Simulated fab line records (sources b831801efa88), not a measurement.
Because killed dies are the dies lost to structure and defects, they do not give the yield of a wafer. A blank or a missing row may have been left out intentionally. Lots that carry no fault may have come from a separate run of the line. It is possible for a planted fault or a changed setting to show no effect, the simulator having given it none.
Which tool was responsible? -- flow sky130 -- 13 lots with 39 wafers sampled at 5 steps, on a route of 708 steps

== WHAT THE GAUGES READ, wafer by wafer ==
SKY_POLY_GATE_OVL_MEAS_14. Usual: for POLY_GATE_OVL the level is 4 nm and the standard deviation is 8.
lot,measured,on,POLY_GATE_OVL (nm),flag
L486,day 15 22:23,overlay-01,11 9 10,
L487,day 16 16:59,overlay-01,13 4 18,
L488,day 16 21:48,overlay-01,14 16 13,
L489,day 17 04:07,overlay-01,10 10 9,
L491,day 18 04:09,overlay-02,9 12 9,
L499,day 21 08:16,overlay-01,-9 -4 -18,
L500,day 21 15:27,overlay-01,14 7 6,
L502,day 22 03:44,overlay-01,8 -1 2,
L503,day 22 12:56,overlay-02,0 6 4,
L504,day 22 18:40,overlay-01,-6 1 0,
L505,day 23 02:07,overlay-01,8 6 7,
L507,day 23 20:19,overlay-02,16 8 11,
L508,day 24 01:01,overlay-02,-8 -4 -2,

SKY_RES_XHIGH_TW_MEAS_09. Usual: for RES_XHIGH_TW the level is 1636 and the standard deviation is 9.7.
lot,measured,on,RES_XHIGH_TW,flag
L486,day 26 05:37,film-metro-01,1640 1641 1639,
L487,day 26 23:08,film-metro-04,1628 1634 1635,
L488,day 27 02:44,film-metro-02,1635 1631 1632,
L489,day 27 10:39,film-metro-02,1631 1641 1639,
L491,day 28 07:10,film-metro-02,30 30 30,OFF
L499,day 31 06:19,film-metro-01,1638 1635 1654,
L500,day 31 14:10,film-metro-04,1621 1620 1619,
L502,day 31 22:54,film-metro-04,1620 1618 1625,
L503,day 32 06:37,film-metro-04,1626 1635 1623,
L504,day 32 18:58,film-metro-01,1653 1664 1649,
L505,day 32 21:30,film-metro-02,1636 1644 1642,
L507,day 33 13:01,film-metro-04,1644 1624 1627,
L508,day 33 17:07,film-metro-02,1637 1642 1636,

== WHAT TOOL EACH LOT RAN ON (gives the tool, then ch and the chambers of the sampled wafers, and finally the start) ==
lot,SKY_POLY_CUT_ETCH_10,SKY_POLY_CUT_ETCH_11,SKY_RES_XHIGH_EXPOSE_04
L486,"rie-diel-01 ch 0,1,2, day 23 18:25","rie-diel-01 ch 0,1,2, day 23 18:27","iline-stepper-02 ch 0, day 25 15:09"
L487,"rie-diel-01 ch 0,1,2, day 24 12:29","rie-diel-01 ch 0,1,2, day 24 12:32","iline-stepper-01 ch 0, day 26 09:03"
L488,"rie-diel-04 ch 0,1,2, day 24 16:56","rie-diel-04 ch 0,1,2, day 24 16:59","iline-stepper-02 ch 0, day 26 12:46"
L489,"rie-diel-04 ch 0,2,3, day 25 00:41","rie-diel-04 ch 0,2,3, day 25 00:44","iline-stepper-01 ch 0, day 26 20:24"
L491,"rie-diel-01 ch 0,1,2, day 25 22:22","rie-diel-01 ch 0,1,2, day 25 22:24","iline-stepper-01 ch 0, day 27 17:07"
L499,"rie-diel-04 ch 0,3, day 28 20:58","rie-diel-04 ch 0,3, day 28 21:00","iline-stepper-01 ch 0, day 30 16:39"
L500,"rie-diel-01 ch 0,3, day 29 05:52","rie-diel-01 ch 0,3, day 29 05:54","iline-stepper-01 ch 0, day 31 00:22"
L502,"rie-diel-01 ch 0,3, day 29 15:04","rie-diel-01 ch 0,3, day 29 15:06","iline-stepper-01 ch 0, day 31 09:12"
L503,"rie-diel-04 ch 0,1, day 30 00:04","rie-diel-04 ch 0,1, day 30 00:06","iline-stepper-01 ch 0, day 31 17:10"
L504,"rie-diel-04 ch 1,2,3, day 30 11:46","rie-diel-04 ch 1,2,3, day 30 11:48","iline-stepper-02 ch 0, day 32 05:42"
L505,"rie-diel-02 ch 0,2,3, day 30 14:07","rie-diel-02 ch 0,2,3, day 30 14:09","iline-stepper-02 ch 0, day 32 07:57"
L507,"rie-diel-02 ch 1,3, day 31 06:16","rie-diel-02 ch 1,3, day 31 06:18","iline-stepper-02 ch 0, day 32 23:27"
L508,"rie-diel-01 ch 0,1,2, day 31 09:11","rie-diel-01 ch 0,1,2, day 31 09:14","iline-stepper-01 ch 0, day 33 03:50"
- SKY_POLY_CUT_ETCH_10: etches BARC in N2/H2, stops on SiO2, time 45.9 s, target depth 60 nm.
- SKY_POLY_CUT_ETCH_11: etches Si3N4 in CF4/CH2F2/Ar, stops on poly-Si, time 42.5 s, target depth 60 nm.
- SKY_RES_XHIGH_EXPOSE_04: exposes mask URPM, target cd 1270 nm.

== AS READ BY THE TOOLS THEMSELVES (means over the sampled wafers that have a number; for cases with no such wafer, the mark the record gives instead) ==
SKY_POLY_CUT_ETCH_10. Usual: drypump-motor-current-A 5.7 A, standard deviation 0.36; oes-product-au 0.855 a.u., standard deviation 0.0051; throttle-valve-pct 13.225 %, standard deviation 0.009.
lot,tool,drypump-motor-current-A (A),oes-product-au (a.u.),throttle-valve-pct (%),flag
L486,rie-diel-01,5.9,0.856,13.224,
L487,rie-diel-01,5.9,0.853,13.232,
L488,rie-diel-04,5.3,0.860,13.224,
L489,rie-diel-04,5.2,0.852,13.230,
L491,rie-diel-01,5.9,0.854,13.226,
L499,rie-diel-04,5.3,0.854,13.225,
L500,rie-diel-01,5.7,0.850,13.223,
L502,rie-diel-01,5.7,0.856,13.223,
L503,rie-diel-04,5.3,0.853,13.225,
L504,rie-diel-04,5.4,0.856,13.230,
L505,rie-diel-02,5.9,0.854,13.225,
L507,rie-diel-02,5.9,0.854,13.223,
L508,rie-diel-01,5.9,0.854,13.227,

SKY_POLY_CUT_ETCH_11. Usual: drypump-motor-current-A 5.7 A, standard deviation 0.35; mfc-ar-sccm 150.0 sccm, standard deviation 0.45; oes-product-au 0.830 a.u., standard deviation 0.0063; throttle-valve-pct 14.995 %, standard deviation 0.0094.
lot,tool,drypump-motor-current-A (A),mfc-ar-sccm (sccm),oes-product-au (a.u.),throttle-valve-pct (%),flag
L486,rie-diel-01,5.9,149.8,0.835,15.000,
L487,rie-diel-01,5.9,150.1,0.819,14.993,
L488,rie-diel-04,5.3,149.7,0.823,15.002,
L489,rie-diel-04,5.2,149.9,0.830,14.996,
L491,rie-diel-01,5.9,150.1,0.827,15.002,
L499,rie-diel-04,5.3,149.7,0.834,14.994,
L500,rie-diel-01,5.7,150.0,0.829,15.000,
L502,rie-diel-01,5.7,150.1,0.833,14.996,
L503,rie-diel-04,5.4,150.1,0.826,14.992,
L504,rie-diel-04,5.4,150.3,0.835,14.999,
L505,rie-diel-02,5.9,150.0,0.831,14.989,
L507,rie-diel-02,5.9,150.9,0.822,14.992,
L508,rie-diel-01,5.9,149.6,0.837,14.997,

== THE ANSWER, worked out from the rows above alone ==
Rule: a lot counts as off when the mean over its wafers that have a number is more than 3 standard deviations away from the usual mean. A lot without any number at a reading at which 4 lots or more have one is off too. Any other lot the step has rows for is counted as sound. The gauges are gone through in route order, then the tools' own readings, and for those a lot's mean is taken as printed above. At the first step where some lot is off, the reading lying furthest off is the one used; lots without a number count as furthest.
Off: L491, seen at SKY_RES_XHIGH_TW_MEAS_09 (RES_XHIGH_TW).
A tool fits if, at a process step before that reading, it ran every lot that is off, and no sound lot after the first of them. Those tools and the gauges at SKY_RES_XHIGH_TW_MEAS_09 are tried in the same way. None of those tried fits.

== WHAT THE SIMULATOR PUT IN ==
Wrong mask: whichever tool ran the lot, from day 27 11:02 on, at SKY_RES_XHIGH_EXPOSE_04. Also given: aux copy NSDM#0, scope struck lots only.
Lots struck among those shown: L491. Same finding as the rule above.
